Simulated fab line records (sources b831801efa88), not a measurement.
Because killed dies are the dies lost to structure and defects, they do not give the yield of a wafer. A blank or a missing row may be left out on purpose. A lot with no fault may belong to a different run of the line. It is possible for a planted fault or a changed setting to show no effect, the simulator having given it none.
Which tool was responsible?    flow sfq line    36 wafers from 12 lots sampled at 6 of the route's 325 steps

WHAT THE GAUGES READ, wafer by wafer
SFQ_I4_OVL_MEAS_928.
lot   measured      on          I4_OVL (nm)
L146  day 55 01:49  overlay-02  -4 -4 -6
L147  day 55 06:37  overlay-02  -2 5 8
L150  day 56 23:21  overlay-01  -2 0 2
L155  day 59 00:41  overlay-01  -10 -9 -12
L160  day 59 22:16  overlay-01  -5 -2 4
L162  day 60 09:04  overlay-02  1 -2 -2
L163  day 60 11:28  overlay-01  3 0 1
L165  day 60 14:03  overlay-02  -9 -5 -3
L166  day 61 18:45  overlay-01  -1 -3 6
L167  day 61 22:11  overlay-01  4 -6 2
L168  day 62 00:35  overlay-01  -2 1 -1
L169  day 62 06:11  overlay-01  -10 -8 -8

SFQ_JJ_RS_MEAS_929: a four-point-probe measurement.
lot   measured      on             JJ_NB_RS (ohm/sq)
L146  day 55 03:59  film metro-01  1.067 1.078 1.065
L147  day 55 08:47  film metro-01  1.047 1.050 1.037
L150  day 57 01:31  film metro-02  1.057 1.048 1.049
L155  day 59 02:53  film metro-04  1.061 1.060 1.070
L160  day 60 00:37  film metro-01  1.043 1.044 1.043
L162  day 60 11:16  film metro-01  1.042 1.076 1.049
L163  day 60 13:49  film metro-02  1.061 1.049 1.047
L165  day 60 16:14  film metro-01  1.045 1.060 1.036
L166  day 61 20:56  film metro-01  1.043 1.073 1.058
L167  day 62 00:20  film metro-01  1.056 1.077 1.054
L168  day 62 02:44  film metro-04  1.052 1.064 1.065
L169  day 62 08:22  film metro-04  1.075 1.074 1.068

SFQ_I5_OVL_MEAS_936.
lot   measured      on          I5_OVL (nm)
L146  day 61 14:59  overlay-02  -9 -1 -4
L147  day 61 17:23  overlay-02  0 -3 -2
L150  day 71 06:49  overlay-02  0 -6 -5
L155  day 73 05:32  overlay-02  6 11 14
L160  day 74 01:55  overlay-01  7 3 6
L162  day 74 07:55  overlay-02  8 0 5
L163  day 74 10:19  overlay-01  -3 5 1
L165  day 74 15:07  overlay-02  -3 -7 -11
L166  day 74 23:32  overlay-01  -4 4 -2
L167  day 75 01:55  overlay-01  12 8 7
L168  day 75 05:31  overlay-02  11 6 4
L169  day 75 11:32  overlay-02  0 6 -1

WHAT TOOL EACH LOT RAN ON (gives the tool, then ch and the chambers of the sampled wafers, and finally the start)
lot   SFQ_TRILAYER_I3_CMP_CMP_082    SFQ_TRILAYER_I3_METRO_MEASURE_083  SFQ_TRILAYER_I3_VIA_ETCH_VIA_ETCH_088
L146  cmp-02 ch 0,2,3, day 43 05:00  film metro-01, day 43 06:37        rie diel-03 ch 0,3, day 43 10:08
L147  cmp-02 ch 1,2,3, day 43 11:22  film metro-03, day 43 13:59        rie diel-03 ch 1,2, day 43 17:35
L150  cmp-01 ch 0,1,3, day 45 09:17  film metro-01, day 45 10:54        rie diel-02 ch 0,2, day 45 18:31
L155  cmp-02 ch 0,1,2, day 47 03:18  film metro-01, day 47 05:49        rie diel-02 ch 2,3, day 52 19:54
L160  cmp-01 ch 0,2,3, day 48 17:23  film metro-01, day 48 19:31        rie diel-03 ch 0,2,3, day 54 04:18
L162  cmp-01 ch 1,2,3, day 49 07:36  film metro-02, day 49 10:13        rie diel-03 ch 1,2,3, day 54 15:06
L163  cmp-01 ch 1,2,3, day 49 10:06  film metro-01, day 49 13:13        rie diel-02 ch 0,1,2, day 54 18:42
L165  cmp-01 ch 1,2,3, day 50 10:38  film metro-03, day 50 13:15        rie diel-04 ch 0,1,2, day 55 13:54
L166  cmp-01 ch 0,2,3, day 50 22:38  film metro-01, day 51 01:27        rie diel-02 ch 0,1,3, day 56 04:18
L167  cmp-01 ch 1,2,3, day 51 01:38  film metro-03, day 51 04:15        rie diel-03 ch 0,3, day 56 05:30
L168  cmp-01 ch 0,1, day 51 04:08    film metro-03, day 51 07:15        rie diel-04 ch 2,3, day 56 07:50
L169  cmp-02 ch 0,2,3, day 51 09:48  film metro-02, day 51 11:37        rie diel-02 ch 0,1,3, day 56 15:02
- SFQ_TRILAYER_I3_CMP_CMP_082: polishes SiO2.
- SFQ_TRILAYER_I3_METRO_MEASURE_083
- SFQ_TRILAYER_I3_VIA_ETCH_VIA_ETCH_088: etches SiO2 in CHF3, stops on Nb, target depth 260 nm.

AS READ BY THE TOOLS THEMSELVES (means over the sampled wafers that have a number; for cases with no such wafer, the mark the record gives instead)
SFQ_TRILAYER_I3_CMP_CMP_082.
lot   tool    motor current A (A)  time to endpoint s (s)
L146  cmp-02  9.3                  226
L147  cmp-02  10.2                 216
L150  cmp-01  10.7                 217
L155  cmp-02  10.2                 212
L160  cmp-01  10.0                 215
L162  cmp-01  10.5                 228
L163  cmp-01  10.4                 218
L165  cmp-01  10.1                 223
L166  cmp-01  9.8                  221
L167  cmp-01  10.1                 216
L168  cmp-01  9.4                  217
L169  cmp-02  9.5                  222

SFQ_TRILAYER_I3_METRO_MEASURE_083.
lot   tool           thk nm (nm)
L146  film metro-01  199.6
L147  film metro-03  200.1
L150  film metro-01  199.9
L155  film metro-01  206.5
L160  film metro-01  200.6
L162  film metro-02  200.9
L163  film metro-01  201.3
L165  film metro-03  200.6
L166  film metro-01  199.5
L167  film metro-03  200.8
L168  film metro-03  200.1
L169  film metro-02  201.3

SFQ_TRILAYER_I3_VIA_ETCH_VIA_ETCH_088.
lot   tool         drypump motor current A (A)  oes product au (a.u.)
L146  rie diel-03  6.2                          0.858
L147  rie diel-03  5.7                          0.858
L150  rie diel-02  5.8                          0.855
L155  rie diel-02  5.9                          0.874
L160  rie diel-03  6.3                          0.857
L162  rie diel-03  6.1                          0.859
L163  rie diel-02  5.5                          0.857
L165  rie diel-04  5.6                          0.854
L166  rie diel-02  5.4                          0.857
L167  rie diel-03  6.2                          0.856
L168  rie diel-04  5.5                          0.860
L169  rie diel-02  5.3                          0.859

THE ANSWER, worked out from the rows above alone
Rule: the lots themselves supply what counts as usual. Put in order of their means at a reading, lots are off if they are a third of the lots or fewer, leave a main group of 4 or more, and stand apart from it by a gap of 3 or more times the standard deviation of the main group's means; of several such gaps the widest counts. A main group is skipped when, at the precision printed for the reading in the tables above, its means are all equal. A lot without any number at a reading at which 4 lots or more have one is off too. Where the step has rows for the other lots, those lots are counted as sound. First the gauges in route order, then the tools' own readings, where a lot's mean is used as printed above. The first step at which some lot is off is used, and at that step the reading that is off furthest; a lot without a number counts as furthest.
Off, at SFQ_TRILAYER_I3_METRO_MEASURE_083 on thk nm: L155. Main group: mean 200.4 nm, sd 0.6.
A tool fits if, at that step or a process step before it, it ran every lot that is off, and no sound lot after the first of them. Of those tried, none fits.

WHAT WAS PUT IN BY THE SIMULATOR
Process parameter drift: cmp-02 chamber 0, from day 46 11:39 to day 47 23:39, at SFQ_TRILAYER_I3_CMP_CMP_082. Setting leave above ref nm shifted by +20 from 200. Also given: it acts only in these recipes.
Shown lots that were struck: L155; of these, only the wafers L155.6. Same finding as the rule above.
